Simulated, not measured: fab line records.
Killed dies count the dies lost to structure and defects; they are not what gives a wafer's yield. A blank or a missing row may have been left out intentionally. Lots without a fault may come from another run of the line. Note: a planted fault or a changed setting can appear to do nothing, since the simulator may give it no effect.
What tool caused it?	flow sky130	33 wafers from 11 lots sampled at 5 of the route's 708 steps

WHAT THE GAUGES READ, wafer by wafer
SKY_SD_N_RS_MEAS_17: measures by four-point-probe. Usual: SD_P_RS 148.2 ohm/sq, standard deviation 0.42.
lot	measured	on	SD_P_RS (ohm/sq)	flag
L455	day 29 20:24	filmMetro-03	148.0 148.7 147.8	
L457	day 30 16:39	filmMetro-03	148.0 148.4 148.3	
L459	day 30 18:25	filmMetro-03	148.3 148.4 148.7	
L466	day 32 21:05	filmMetro-03	147.5 147.9 147.9	
L467	day 32 23:15	filmMetro-02	147.9 148.2 148.4	
L468	day 33 03:54	filmMetro-02	149.1 148.6 148.5	
L470	day 34 12:05	filmMetro-03	147.3 147.4 147.8	
L471	day 34 20:16	filmMetro-03	147.9 148.2 148.1	
L473	day 35 00:33	filmMetro-03	148.4 147.9 148.0	
L472	day 35 02:20	filmMetro-03	148.2 148.0 148.1	
L475	day 35 18:11	filmMetro-01	148.3 147.8 148.1	

SKY_LI_CONTACT_RS_MEAS_22: measures by four-point-probe. Usual: LI_CONTACT_W_RS 0.284 ohm/sq, standard deviation 0.0037.
lot	measured	on	LI_CONTACT_W_RS (ohm/sq)	flag
L455	day 31 01:23	filmMetro-02	0.288 0.292 0.289	
L457	day 31 21:23	filmMetro-01	0.283 0.289 0.283	
L459	day 31 23:41	filmMetro-01	0.286 0.287 0.286	
L466	day 34 01:23	filmMetro-01	24.886 24.809 24.863	OFF
L467	day 34 02:53	filmMetro-01	25.029 24.842 24.890	OFF
L468	day 34 07:29	filmMetro-02	25.289 25.253 25.128	OFF
L470	day 35 15:58	filmMetro-03	0.289 0.286 0.288	
L471	day 36 00:25	filmMetro-03	0.285 0.287 0.286	
L473	day 36 04:20	filmMetro-02	0.289 0.289 0.291	
L472	day 36 05:53	filmMetro-03	0.283 0.284 0.281	
L475	day 36 21:56	filmMetro-01	0.288 0.287 0.286	

SKY_LI_CONTACT_THK_MEAS_23: measures by xrf. Usual: LI_CONTACT_W_THK 392 nm, standard deviation 6.5.
lot	measured	on	LI_CONTACT_W_THK (nm)	flag
L455	day 31 01:30	filmMetro-02	388 384 390	
L457	day 31 21:30	filmMetro-01	399 388 393	
L459	day 31 23:49	filmMetro-01	389 392 391	
L466	day 34 01:30	filmMetro-01	<0 - <0	OFF
L467	day 34 03:00	filmMetro-01	<0 - <0	OFF
L468	day 34 07:34	filmMetro-02	<0 - -	OFF
L470	day 35 16:04	filmMetro-03	381 385 384	
L471	day 36 00:32	filmMetro-03	387 383 386	
L473	day 36 04:28	filmMetro-02	385 386 387	
L472	day 36 06:00	filmMetro-03	389 385 389	
L475	day 36 22:03	filmMetro-01	389 387 388	

WHAT TOOL EACH LOT RAN ON (gives the tool, then ch and the chambers of the sampled wafers, and finally the start)
lot	SKY_LI_CONTACT_ETCH_14	SKY_LI_CONTACT_CVD_21
L455	rieDiel-02 ch 0,1,3, day 31 00:41	cvdW-02 ch 0,1, day 31 01:15
L457	rieDiel-03 ch 0,1, day 31 20:41	cvdW-01 ch 0,1, day 31 21:15
L459	rieDiel-02 ch 0,1, day 31 23:00	cvdW-02 ch 0,1, day 31 23:34
L466	rieDiel-01 ch 0,3, day 34 00:41	cvdW-01 ch 0,1, day 34 01:14
L467	rieDiel-02 ch 0,2,3, day 34 02:11	cvdW-01 ch 0,1, day 34 02:46
L468	rieDiel-01 ch 1,2,3, day 34 06:44	cvdW-02 ch 0,1, day 34 07:20
L470	rieDiel-02 ch 1,2, day 35 15:14	cvdW-02 ch 0,1, day 35 15:50
L471	rieDiel-02 ch 1,2, day 35 23:11	cvdW-02 ch 0,1, day 36 00:17
L473	rieDiel-02 ch 1,2, day 36 03:39	cvdW-02 ch 0,1, day 36 04:13
L472	rieDiel-01 ch 0,1, day 36 05:11	cvdW-02 ch 0,1, day 36 05:45
L475	rieDiel-03 ch 0,1, day 36 21:14	cvdW-02 ch 0,1, day 36 21:47
- SKY_LI_CONTACT_ETCH_14: etches BARC in N2/H2, stops on SiO2, time 45.9 s, target depth 60 nm.
- SKY_LI_CONTACT_CVD_21: deposits W, target thk 400 nm, time 120.56 s.

AS READ BY THE TOOLS THEMSELVES (means over the sampled wafers that have a number; for cases with no such wafer, the mark the record gives instead)
SKY_LI_CONTACT_ETCH_14. Usual: drypumpMotorCurrentA 5.8 A, standard deviation 0.44; oesProductAu 0.855 a.u., standard deviation 0.0047; throttleValvePct 13.226 %, standard deviation 0.0093.
lot	tool	drypumpMotorCurrentA (A)	oesProductAu (a.u.)	throttleValvePct (%)	flag
L455	rieDiel-02	6.2	0.853	13.212	
L457	rieDiel-03	5.5	0.854	13.223	
L459	rieDiel-02	6.2	0.861	13.231	
L466	rieDiel-01	5.3	0.858	13.227	
L467	rieDiel-02	6.0	0.854	13.229	
L468	rieDiel-01	5.8	0.858	13.236	
L470	rieDiel-02	6.1	0.855	13.225	
L471	rieDiel-02	6.1	0.854	13.220	
L473	rieDiel-02	5.9	0.862	13.222	
L472	rieDiel-01	5.2	0.851	13.224	
L475	rieDiel-03	5.4	0.850	13.228	

SKY_LI_CONTACT_CVD_21. Usual: chamberPressureTorr 39.99 Torr, standard deviation 0.087; heaterPowerOuterW 560 W, standard deviation 78; heaterPowerW 883 W, standard deviation 100; susceptorTempC 400.00 C, standard deviation 0.21.
lot	tool	chamberPressureTorr (Torr)	heaterPowerOuterW (W)	heaterPowerW (W)	susceptorTempC (C)	flag
L455	cvdW-02	39.87	623	949	400.17	
L457	cvdW-01	39.99	506	844	400.00	
L459	cvdW-02	40.04	567	853	399.97	
L466	cvdW-01	-	-	-	-	OFF
L467	cvdW-01	-	-	-	-	OFF
L468	cvdW-02	-	-	-	-	OFF
L470	cvdW-02	40.06	570	864	399.87	
L471	cvdW-02	39.91	619	955	400.03	
L473	cvdW-02	39.96	560	852	399.96	
L472	cvdW-02	40.08	622	949	399.96	
L475	cvdW-02	39.96	622	961	399.87	

THE ANSWER, worked out from the rows above alone
Rule: a lot is off if the mean of its wafers that have a number lies more than 3 standard deviations from the usual mean. Also off: a lot with no number at a reading for which 4 or more lots have one. The other lots that the step has rows for count as sound. Order of review: gauges by route order, followed by the tools' own readings, for which a lot's mean as printed above is used. At the first step where some lot is off, the reading lying furthest off is the one used; lots without a number count as furthest.
Off: L466, L467, L468, at SKY_LI_CONTACT_RS_MEAS_22 (LI_CONTACT_W_RS).
A tool fits if, at a process step before that reading, it ran every lot that is off, and no sound lot after the first of them. Not tried: the gauges at SKY_LI_CONTACT_RS_MEAS_22; whatever is off there is also off at SKY_LI_CONTACT_CVD_21, on other tools, and gauge error can't account for it. Not one of the candidates tried fits.

WHAT HAD BEEN PUT IN BY THE SIMULATOR
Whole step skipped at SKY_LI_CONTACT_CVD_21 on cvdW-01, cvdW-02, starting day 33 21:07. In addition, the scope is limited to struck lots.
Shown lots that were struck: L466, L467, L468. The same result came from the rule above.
